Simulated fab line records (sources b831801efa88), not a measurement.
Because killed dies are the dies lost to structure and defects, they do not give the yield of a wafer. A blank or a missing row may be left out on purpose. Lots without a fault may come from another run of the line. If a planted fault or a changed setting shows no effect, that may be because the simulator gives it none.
Comparing a struck lot with a sound one || flow sky130 || 36 out of 708 route steps
Sound: these wafers, L442.2, L442.3, L442.6. Wafers struck: L446.1, L446.3, L446.5. Last of all comes the cause.
At each step with rows: each side's tool, then ch and its chambers, then its first start. Under that, the readings that differ: sound wafers || struck wafers || difference of the means || sigmas: that difference in standard deviations of wafers without a fault.
alike: words and numbers the same on both sides, and readings whose means are apart by under 2 such deviations; not compared: readings that were withheld, readings missing a value for some wafer, numbers with overlapping values and no deviation given by the record, and bounds like >300 which may hide the same value.
Wherever a step has rows on one side only, a row that says differs or no value, or a row with sigmas, the two part there. Numbers that don't overlap but have no deviation are shown without sigmas and don't part them. Lack of a reading on every wafer of one side parts them only where that side has two or more wafers.

first, 10 steps without rows for these wafers: SKY_GATE_OXIDE_COAT_05 (resist thk 1140 nm); SKY_GATE_OXIDE_SOFTBAKE_06 (time 60 s); SKY_GATE_OXIDE_EXPOSE_07 (exposes mask LVOM, target cd 600 nm); SKY_GATE_OXIDE_PEB_08; SKY_GATE_OXIDE_DEVELOP_09 (develop time 60 s); SKY_GATE_OXIDE_IMPLANT_11; SKY_GATE_OXIDE_WET_ETCH_12 (etches SiO2 in dHF, target depth 16.8 nm, time 336 s); SKY_GATE_OXIDE_STRIP_13 (strips in O2/N2); SKY_GATE_OXIDE_CLEAN_15 (cleans in SC1/SC2, time 150 s); SKY_GATE_OXIDE_OXIDATION_16 (stabilise 600 s, purge 300 s, target thk 3.57 nm).
SKY_POLY_GATE_CVD_00: deposits poly-Si, target thk 180 nm, time 720 s.
  sound on lpcvd-01 ch 1, day 17 16:19; struck on lpcvd-01 ch 0, day 18 21:56
{"reading": "pressureMtorr (mTorr)", "sound": "199.7 200.8 200.4", "struck": "199.3 199.2 199.0", "difference": -1.1, "sigmas": -3}
{"reading": "spikeTcLowerC (C)", "sound": "619.7 620.4 620.3", "struck": "615.5 616.1 613.3", "difference": -5.2, "sigmas": -5}
{"reading": "spikeTcTopC (C)", "sound": "642.1 641.0 643.5", "struck": "636.4 637.2 635.7", "difference": -5.8, "sigmas": -4}
{"reading": "spikeTcUpperC (C)", "sound": "619.0 617.5 619.1", "struck": "612.8 613.0 611.8", "difference": -6.0, "sigmas": -6}
{"reading": "model.poly-Si_of_POLY_GATE_CVD_00.thkNm (nm)", "sound": "183 181.7 180.8", "struck": "153.2 154.1 153.5", "difference": -28.2, "sigmas": ""}
  alike: spikeTcBottomC, spikeTcCentreC, susceptorTempC
SKY_POLY_GATE_THK_MEAS_01:
  sound on filmMetro-01 at day 17 18:07; struck on filmMetro-03 at day 18 23:08
{"reading": "POLY_GATE_CVD_00_THK (nm)", "sound": "183.0 181.8 180.8", "struck": "153.3 154.1 153.4", "difference": -28.3, "sigmas": -16}
then, 9 steps without rows for these wafers: SKY_RES_PROTECT_DEHYDRATE_00 (time 60 s); SKY_RES_PROTECT_HMDS_01 (prime time 60 s); SKY_RES_PROTECT_COAT_02 (resist thk 1140 nm); SKY_RES_PROTECT_SOFTBAKE_03 (time 60 s); SKY_RES_PROTECT_EXPOSE_04 (exposes mask RPM, target cd 1270 nm); SKY_RES_PROTECT_PEB_05; SKY_RES_PROTECT_DEVELOP_06 (develop time 60 s); SKY_POLY_GATE_IMPLANT_02; SKY_RES_PROTECT_STRIP_07 (strips in O2/N2).
SKY_RES_PROTECT_CLEAN_09: cleans in SC1/SC2, time 150 s.
  sound on wetBench-04 ch 0, day 19 00:24; struck on wetBench-01 ch 2, day 20 05:44
{"reading": "model.poly-Si_of_POLY_GATE_CVD_00.thkNm (nm)", "sound": "182.4 181.1 180.1", "struck": "152.5 153.4 152.8", "difference": -28.3, "sigmas": ""}
then, 11 steps without rows for these wafers: SKY_POLY_GATE_CVD_03 (deposits Si3N4 from DCS/NH3, target thk 75 nm, time 1290 s); SKY_POLY_GATE_DEHYDRATE_05 (time 60 s); SKY_POLY_GATE_HMDS_06 (prime time 60 s); SKY_POLY_GATE_COAT_07 (resist thk 110 nm); SKY_POLY_GATE_COAT_08 (resist thk 450 nm); SKY_POLY_GATE_SOFTBAKE_09 (time 90 s); SKY_POLY_GATE_EXPOSE_10 (exposes mask P1M, target cd 150 nm); SKY_POLY_GATE_PEB_11; SKY_POLY_GATE_DEVELOP_12 (develop time 60 s); SKY_POLY_GATE_ETCH_15 (etches BARC in N2/H2, stops on SiO2, time 118.5 s, target depth 110 nm); SKY_POLY_GATE_ETCH_16 (etches Si3N4 in CH3F/O2, stops on poly-Si, time 147.5 s, target depth 75 nm).
SKY_POLY_GATE_ETCH_17: etches poly-Si in HBr/Cl2, stops on SiO2, target depth 180 nm, time 70.5 s.
  sound on rieSi-02 ch 1,3, day 20 09:10; struck on rieSi-01 ch 0,1,2, day 21 13:49
{"reading": "oesProductAu (a.u.)", "sound": "1.004 0.980 0.981", "struck": "0.892 0.887 0.887", "difference": -0.100, "sigmas": -13}
{"reading": "model.POLY_GATE.featureDepthNm (nm)", "sound": "182.4 176 175.2", "struck": "152.5 153.4 152.8", "difference": -25.0, "sigmas": ""}
{"reading": "model.etch.depthNm (nm)", "sound": "182.4 176 175.2", "struck": "152.5 153.4 152.8", "difference": -25.0, "sigmas": ""}
  alike: HBr_flow_sccm, drypumpMotorCurrentA, throttleValvePct
  not compared: rfHoursCounterH
then, 1 step without rows for these wafers: SKY_POLY_GATE_STRIP_18 (strips in O2/N2).
-- the record jumps here: 28 days lie between the struck wafers' starts before and after (it left off in module POLY_GATE and takes up again in module PAD_OPEN, whose first step shown is number 708 of the route) --
SKY_PAD_OPEN_PROBE_99:
  sound on prober-01 at day 48 10:32; struck on prober-01 at day 49 02:06
{"reading": "killedAtContacts", "sound": "16 18 13", "struck": "29 26 36", "difference": "+15", "sigmas": "+3"}
{"reading": "model.etest.resHighPo.lineOhmUm", "sound": "741.8 741.3 732.5", "struck": "912.6 862.3 862.6", "difference": "+140.6", "sigmas": ""}
{"reading": "model.etest.resPoly.lineOhmUm", "sound": "491.8 503.2 497", "struck": "624.3 601.7 597.5", "difference": "+110.5", "sigmas": ""}
{"reading": "model.etest.tipSonos.rsOhmSq", "sound": "2639 2683 2652", "struck": "2608 2631 2586", "difference": -50, "sigmas": ""}
{"reading": "model.etest.resHighPo.rsOhmSq", "sound": "260.2 257.2 258.2", "struck": "319.5 305.7 306.6", "difference": "+52.1", "sigmas": ""}
{"reading": "model.etest.resPoly.rsOhmSq", "sound": "48 47.12 47.73", "struck": "58.15 56.44 56.74", "difference": "+9.49", "sigmas": ""}
{"reading": "model.etest.capLiToPoly.cAfUm2", "sound": "100.4 100.2 100.5", "struck": "90.78 91.24 92.34", "difference": -8.91, "sigmas": ""}
  alike: killed_at_M0_to_M3, killed_at_M4_up, killedAtFrontEnd, killedAtOther, killedDies, killedOpen, killedShort

WHERE THEY PART
At SKY_POLY_GATE_CVD_00 first; at SKY_PAD_OPEN_PROBE_99 last (within this record only).

WHY: whatever the simulator had introduced
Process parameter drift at SKY_POLY_GATE_CVD_00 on lpcvd-01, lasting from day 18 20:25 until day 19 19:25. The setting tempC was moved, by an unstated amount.
